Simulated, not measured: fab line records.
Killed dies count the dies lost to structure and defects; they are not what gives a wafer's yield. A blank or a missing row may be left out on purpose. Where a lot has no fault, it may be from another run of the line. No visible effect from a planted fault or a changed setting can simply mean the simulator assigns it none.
fab line records	flow sky130
record lots=11	wafers=33	last_day=50
route steps=708 shown POLY_GATE@204 LDD_HVN@274 SD_P@359 CONTACT@421
lots with no fault: from the same line, run without faults
start_h: the number of hours between the record's first day and the start of the first shown wafer of the lot	wait_h: hours elapsed since this lot's preceding step	" unchanged from the row above	L1.1+2: one row covering several wafers at once	- no value, or no start given	* or withheld: withheld	< > ~ a bound
route shown NAME@n: a module of which the file shows steps, and the number in the route of the first	usual: the fault-free wafers' mean and standard deviation	same: alike in all rows	chamber/n: place in a boat	sites: each site's reading	_std_site: the values' standard deviation	_edge_site: mean of outer sites minus mean of inner sites	radius_mm: for every site, how far away it sits from the centre of the wafer	mask NAME#n: copy n	behind: the most recent tool/chamber to have shaped the wafer	hold: why the lot was held/for how many hours/how that ended	device: which transistor (n, p or np) failed to switch	end of line: tests run on the same wafers once the route is complete	where a step has no rows: the recipe by itself	killed: the dies lost at the first sort to structure and to defects; this is not the yield of the wafer	map: shows each die of a wafer: x if killed, . if not, _ if none is there
set.NAME: the setting that was run; set.NAME@STEP: the one run at that earlier step	model.NAME: the simulator's own value behind a step, which no gauge read
route steps across a sampled set of lots; one table per step, one row per wafer
services: from which hour (start_h, from the record's first day; less than 0 if before it) a tool's chamber was out of use, for how many hours, and why
## steps
# step SKY_POLY_GATE_CVD_00
# recipe material=poly-Si	target_thk_nm=180	temp_c=620	time_s=720	pressure_mtorr=200
# usual spike_tc_bottom_C=638/3.5	spike_tc_centre_C=621.3/1.2	spike_tc_lower_C=620.1/1.4	spike_tc_upper_C=618.6/1.1	susceptor_temp_C=619.96/0.29	zone_power_upper_pct=9.80/0.13
lot.wafer	tool	chamber	start_h	wait_h	spike_tc_bottom_C	spike_tc_centre_C	spike_tc_lower_C	spike_tc_upper_C	susceptor_temp_C	zone_power_upper_pct
L630.2	lpcvd-01	1	310.22	0.0	643	620.4	620.5	619.2	620.01	9.88
L630.4	"	1	"	"	641	621.1	617.6	618.6	619.93	9.85
L630.5	"	1	"	"	641	622.0	617.9	617.6	619.95	9.85
L632.1	lpcvd-01	1	329.79	0.0	642	621.9	619.3	619.2	619.93	9.99
L632.2	"	1	"	"	640	620.6	619.0	618.0	620.53	10.00
L632.6	"	1	"	"	643	620.3	616.4	619.1	620.47	9.87
L634.2	lpcvd-01	1	350.42	0.0	642	621.9	618.1	618.6	620.14	9.91
L634.5	"	1	"	"	642	622.1	618.8	620.0	619.55	10.04
L634.6	"	1	"	"	642	619.3	617.8	620.3	619.87	9.98
L635.1	lpcvd-01	0	355.41	0.0	636	620.3	620.0	619.2	619.96	9.74
L635.3	"	0	"	"	635	621.0	622.1	618.6	619.88	9.71
L635.6	"	0	"	"	635	623.0	620.7	618.3	620.29	9.78
L636.1	lpcvd-01	1	369.87	0.0	643	622.1	620.0	618.1	620.26	9.74
L636.4	"	1	"	"	642	621.0	621.3	619.6	619.88	9.81
L636.5	"	1	"	"	641	620.7	621.0	617.9	620.04	9.99
L637.1	lpcvd-01	0	376.67	0.0	635	620.8	622.4	617.6	620.07	9.59
L637.2	"	0	"	"	635	619.8	621.8	619.4	620.11	9.85
L637.4	"	0	"	"	634	623.1	621.0	617.7	620.08	9.62
L640.1	lpcvd-01	0	409.11	0.0	626	611.7	613.5	608.1	610.97	9.60
L640.3	"	0	"	"	625	612.2	612.6	609.3	610.92	9.43
L640.5	"	0	"	"	626	613.1	611.3	609.0	610.84	9.35
L641.3	lpcvd-01	0	420.07	0.0	625	611.8	611.9	608.0	611.11	9.38
L641.4	"	0	"	"	627	613.8	611.2	608.8	610.50	9.39
L641.6	"	0	"	"	627	613.0	612.3	608.1	610.90	9.31
L650.3	lpcvd-01	1	482.77	0.0	643	623.7	618.4	620.1	619.89	9.82
L650.5	"	1	"	"	641	620.8	620.3	619.0	620.24	9.76
L650.6	"	1	"	"	641	619.3	619.4	617.7	619.94	9.87
L652.1	lpcvd-01	1	505.65	0.0	642	622.0	620.3	618.1	619.86	9.96
L652.2	"	1	"	"	642	621.4	618.6	618.3	619.76	10.00
L652.3	"	1	"	"	642	619.9	619.3	619.1	619.82	9.86
L653.2	lpcvd-01	0	506.85	1.0	633	621.9	620.9	619.5	619.85	9.70
L653.4	"	0	"	"	636	622.1	621.6	619.7	619.70	9.75
L653.5	"	0	"	"	633	621.0	620.6	620.2	619.36	9.76
# step SKY_POLY_GATE_THK_MEAS_01
# recipe reads=poly-Si_of_POLY_GATE_CVD_00
# usual POLY_GATE_CVD_00_THK=179.1/1.6
lot.wafer	tool	chamber	start_h	wait_h	POLY_GATE_CVD_00_THK[nm]
L630.2	film_metro-03	-	311.43	0.0	177.9
L630.4	"	-	"	"	177.1
L630.5	"	-	"	"	178.2
L632.1	film_metro-01	-	330.99	0.0	178.2
L632.2	"	-	"	"	180.7
L632.6	"	-	"	"	180.6
L634.2	film_metro-03	-	351.63	0.0	179.4
L634.5	"	-	"	"	179.8
L634.6	"	-	"	"	180.4
L635.1	film_metro-03	-	356.61	0.0	179.4
L635.3	"	-	"	"	178.7
L635.6	"	-	"	"	179.1
L636.1	film_metro-01	-	371.67	0.0	178.7
L636.4	"	-	"	"	178.4
L636.5	"	-	"	"	178.4
L637.1	film_metro-03	-	377.87	0.0	176.1
L637.2	"	-	"	"	178.8
L637.4	"	-	"	"	177.5
L640.1	film_metro-02	-	410.31	0.0	143.7
L640.3	"	-	"	"	142.1
L640.5	"	-	"	"	143.8
L641.3	film_metro-01	-	421.29	0.0	144.2
L641.4	"	-	"	"	144.6
L641.6	"	-	"	"	144.1
L650.3	film_metro-02	-	483.99	0.0	182.2
L650.5	"	-	"	"	179.8
L650.6	"	-	"	"	180.0
L652.1	film_metro-03	-	506.85	0.0	180.7
L652.2	"	-	"	"	181.6
L652.3	"	-	"	"	180.9
L653.2	film_metro-02	-	508.06	0.0	179.8
L653.4	"	-	"	"	179.8
L653.5	"	-	"	"	179.9
# step SKY_POLY_GATE_ETCH_17
# recipe target_depth_nm=180	stop_on=SiO2	over_etch_frac=0.5925	chemistry=HBr/Cl2	target=poly-Si	icp_w=400	bias_w=100	pressure_mtorr=10	HBr_flow_sccm=150	Cl2_flow_sccm=50	time_s=70.5
# usual chamber_pressure_mTorr=10.001/0.012	drypump_motor_current_A=5.6/0.36	oes_product_au=0.976/0.0074	rf_fwd_power_W=396.7/1.6	throttle_valve_pct=33.684/0.0077
lot.wafer	tool	chamber	start_h	wait_h	chamber_pressure_mTorr	drypump_motor_current_A	oes_product_au	rf_fwd_power_W	rf_hours_counter_h	throttle_valve_pct
L630.2	rie_si-02	3	368.31	0.0	9.996	5.9	0.976	395.3	81	33.683
L630.4	"	0	"	"	10.003	5.4	0.967	398.3	0	33.686
L630.5	"	2	"	"	9.994	6.3	0.973	395.6	-	33.678
L632.1	rie_si-02	1	389.93	0.0	10.004	5.8	0.971	397.1	1	33.675
L632.2	"	2	"	"	10.016	6.3	0.982	394.9	71	33.677
L632.6	"	2	"	"	9.991	6.3	0.979	396.9	-	33.687
L634.2	rie_si-01	0	410.93	0.0	10.001	5.5	0.982	396.8	1	33.691
L634.5	"	3	"	"	9.998	5.2	0.975	397.6	-	33.697
L634.6	"	0	"	"	9.983	5.5	0.983	398.4	-	33.686
L635.1	rie_si-02	0	418.26	0.0	10.018	5.4	0.971	395.6	1	33.686
L635.3	"	2	"	"	10.023	6.3	0.980	397.9	71	33.691
L635.6	"	0	"	"	9.992	5.4	0.972	397.4	-	33.682
L636.1	rie_si-02	3	431.91	0.0	9.993	5.9	0.972	396.7	0	33.684
L636.4	"	0	"	"	10.005	5.4	0.974	397.0	-	33.674
L636.5	"	3	"	"	10.002	5.9	0.975	398.2	-	33.691
L637.1	rie_si-02	0	438.31	0.0	10.009	5.4	0.964	396.2	1	33.676
L637.2	"	3	"	"	10.002	5.9	0.969	398.0	0	33.676
L637.4	"	0	"	"	10.002	5.4	0.967	397.2	-	33.685
L640.1	rie_si-01	2	473.61	0.0	10.003	5.6	0.835	395.4	3	33.681
L640.3	"	3	"	"	9.996	5.2	0.837	396.4	5	33.675
L640.5	"	0	"	"	10.100	5.5	0.843	396.5	-	33.699
L641.3	rie_si-02	2	484.38	0.0	9.989	6.3	0.841	396.8	0	33.680
L641.4	"	1	"	"	10.016	5.8	0.842	398.0	2	33.683
L641.6	"	3	"	"	9.988	5.9	0.839	396.0	-	33.685
L650.3	rie_si-01	2	545.91	0.0	9.993	5.6	0.987	396.1	3	33.702
L650.5	"	2	"	"	9.999	5.5	0.978	397.4	-	33.688
L650.6	"	3	"	"	9.999	5.2	0.977	398.7	-	33.689
L652.1	rie_si-01	2	568.94	0.0	10.005	5.5	0.978	394.3	3	33.700
L652.2	"	0	"	"	10.012	5.5	0.980	396.9	2	33.696
L652.3	"	1	"	"	10.007	5.2	0.989	397.6	21	33.691
L653.2	rie_si-02	3	570.66	0.0	10.000	5.9	0.984	396.7	1	33.696
L653.4	"	0	"	"	10.003	5.4	0.972	398.7	1	33.701
L653.5	"	0	"	"	9.997	5.4	0.972	397.3	-	33.680
# step SKY_LDD_HVN_OVL_MEAS_07
# usual LDD_HVN_OVL=0.8/1.5
lot.wafer	tool	chamber	start_h	wait_h	LDD_HVN_OVL[nm]
L630.2	overlay-01	-	465.74	0.1	-0.2
L630.4	"	-	"	"	1.3
L630.5	"	-	"	"	0.1
L632.1	overlay-02	-	484.99	0.1	4.3
L632.2	"	-	"	"	1.8
L632.6	"	-	"	"	3.7
L634.2	overlay-02	-	505.15	0.1	-0.6
L634.5	"	-	"	"	-3.2
L634.6	"	-	"	"	-2.3
L635.1	overlay-01	-	512.44	0.1	-1.1
L635.3	"	-	"	"	1.0
L635.6	"	-	"	"	-1.3
L636.1	overlay-02	-	529.29	0.1	1.4
L636.4	"	-	"	"	1.6
L636.5	"	-	"	"	0.9
L637.1	overlay-01	-	535.09	0.1	-0.4
L637.2	"	-	"	"	-0.1
L637.4	"	-	"	"	0.5
L640.1	overlay-02	-	566.79	0.1	0.9
L640.3	"	-	"	"	-0.2
L640.5	"	-	"	"	-0.4
L641.3	overlay-02	-	577.20	0.1	-0.8
L641.4	"	-	"	"	0.3
L641.6	"	-	"	"	0.6
L650.3	overlay-01	-	637.53	0.1	-0.3
L650.5	"	-	"	"	-0.1
L650.6	"	-	"	"	-1.2
L652.1	overlay-02	-	660.09	0.1	2.2
L652.2	"	-	"	"	0.9
L652.3	"	-	"	"	0.4
L653.2	overlay-01	-	662.74	0.1	2.1
L653.4	"	-	"	"	0.6
L653.5	"	-	"	"	0.8
# step SKY_SD_N_RS_MEAS_17
# recipe thk_meas_gauge=four-point-probe
# usual SD_P_RS=147.1/0.35
lot.wafer	tool	chamber	start_h	wait_h	SD_P_RS[ohm/sq]
L630.2	film_metro-01	-	648.11	0.1	147.0
L630.4	"	-	"	"	146.9
L630.5	"	-	"	"	146.8
L632.1	film_metro-03	-	664.63	0.1	147.7
L632.2	"	-	"	"	147.7
L632.6	"	-	"	"	147.5
L634.2	film_metro-03	-	684.87	0.1	147.5
L634.5	"	-	"	"	147.2
L634.6	"	-	"	"	147.4
L635.1	film_metro-01	-	689.40	0.1	147.1
L635.3	"	-	"	"	147.1
L635.6	"	-	"	"	147.2
L636.1	film_metro-01	-	706.98	0.1	147.3
L636.4	"	-	"	"	147.5
L636.5	"	-	"	"	147.2
L637.1	film_metro-03	-	712.45	0.1	146.9
L637.2	"	-	"	"	147.0
L637.4	"	-	"	"	146.8
L640.1	film_metro-01	-	739.88	0.1	147.0
L640.3	"	-	"	"	147.5
L640.5	"	-	"	"	147.4
L641.3	film_metro-02	-	752.62	0.1	147.2
L641.4	"	-	"	"	146.9
L641.6	"	-	"	"	147.0
L650.3	film_metro-03	-	806.57	0.1	147.0
L650.5	"	-	"	"	147.1
L650.6	"	-	"	"	147.0
L652.1	film_metro-02	-	827.78	0.1	146.6
L652.2	"	-	"	"	146.2
L652.3	"	-	"	"	147.3
L653.2	film_metro-03	-	829.70	0.1	146.8
L653.4	"	-	"	"	147.2
L653.5	"	-	"	"	147.2
# step SKY_CONTACT_OVL_MEAS_15
# usual CONTACT_OVL=0/5.3
lot.wafer	tool	chamber	start_h	wait_h	CONTACT_OVL[nm]
L630.2	overlay-01	-	737.55	0.1	0
L630.4	"	-	"	"	-2
L630.5	"	-	"	"	-4
L632.1	overlay-02	-	750.56	0.1	-1
L632.2	"	-	"	"	4
L632.6	"	-	"	"	6
L634.2	overlay-02	-	771.00	0.1	1
L634.5	"	-	"	"	2
L634.6	"	-	"	"	3
L635.1	overlay-02	-	775.69	0.1	-3
L635.3	"	-	"	"	-1
L635.6	"	-	"	"	-6
L636.1	overlay-01	-	791.99	0.1	-3
L636.4	"	-	"	"	0
L636.5	"	-	"	"	3
L637.1	overlay-01	-	797.21	0.1	2
L637.2	"	-	"	"	-4
L637.4	"	-	"	"	-3
L640.1	overlay-02	-	823.21	0.1	-13
L640.3	"	-	"	"	-14
L640.5	"	-	"	"	-5
L641.3	overlay-02	-	836.97	0.1	-5
L641.4	"	-	"	"	1
L641.6	"	-	"	"	5
L650.3	overlay-02	-	888.47	0.1	3
L650.5	"	-	"	"	-3
L650.6	"	-	"	"	5
L652.1	overlay-01	-	908.86	0.1	1
L652.2	"	-	"	"	-6
L652.3	"	-	"	"	-6
L653.2	overlay-02	-	910.05	0.1	-1
L653.4	"	-	"	"	-2
L653.5	"	-	"	"	0
## services
tool	chamber	start_h	hours	kind
rie_si-02	0	313.14	-	clean
rie_si-02	0	313.14	24.5	scheduled_down
rie_si-02	0	313.14	24.5	vent_cycle
rie_si-01	2	322.65	6.0	repair
rie_si-02	-	347.56	0.4	repair
rie_si-02	3	383.49	-	clean
rie_si-02	3	383.49	36.7	scheduled_down
rie_si-02	3	383.49	36.7	vent_cycle
lpcvd-01	-	407.04	1.4	repair
rie_si-02	2	430.60	-	clean
rie_si-02	2	430.60	12.9	scheduled_down
rie_si-02	2	430.60	12.9	vent_cycle
rie_si-02	0	510.25	4.4	repair
rie_si-02	1	522.54	6.7	repair
## key
first_sign step=SKY_POLY_GATE_CVD_00	reading=susceptor_temp_C	direction=down	sigmas=31	usual=*	struck=*
effect step=SKY_POLY_GATE_CVD_00	reading=spike_tc_upper_C	direction=down	sigmas=9.4	usual=618.6	struck=608.6
effect step=SKY_POLY_GATE_THK_MEAS_01	reading=POLY_GATE_CVD_00_THK	direction=down	sigmas=23	usual=179.1	struck=143.7
effect step=SKY_POLY_GATE_ETCH_17	reading=oes_product_au	direction=down	sigmas=18	usual=0.976	struck=0.839
met_at SKY_POLY_GATE_CVD_00
struck_lots L640,L641
tester_left_out L640,L641
not_acting_at SKY_LDD_HVN_OVL_MEAS_07,SKY_SD_N_RS_MEAS_17,SKY_CONTACT_OVL_MEAS_15
onset_between 376.67 409.11
fault kind=process_parameter_drift	tool=lpcvd-01	chamber=-	onset_h=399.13	steps=SKY_POLY_GATE_CVD_00	channel=temp_c	offset=*	shape=step	end_h=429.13	stated=*
# tester_left_out: of these lots the tester's yield and bins aren't shown, on N5 and GAA mostly nor the transistor test; their killed dies are dies lost to structure and defects alone, not to doping, threshold or leakage, so they don't give the yield
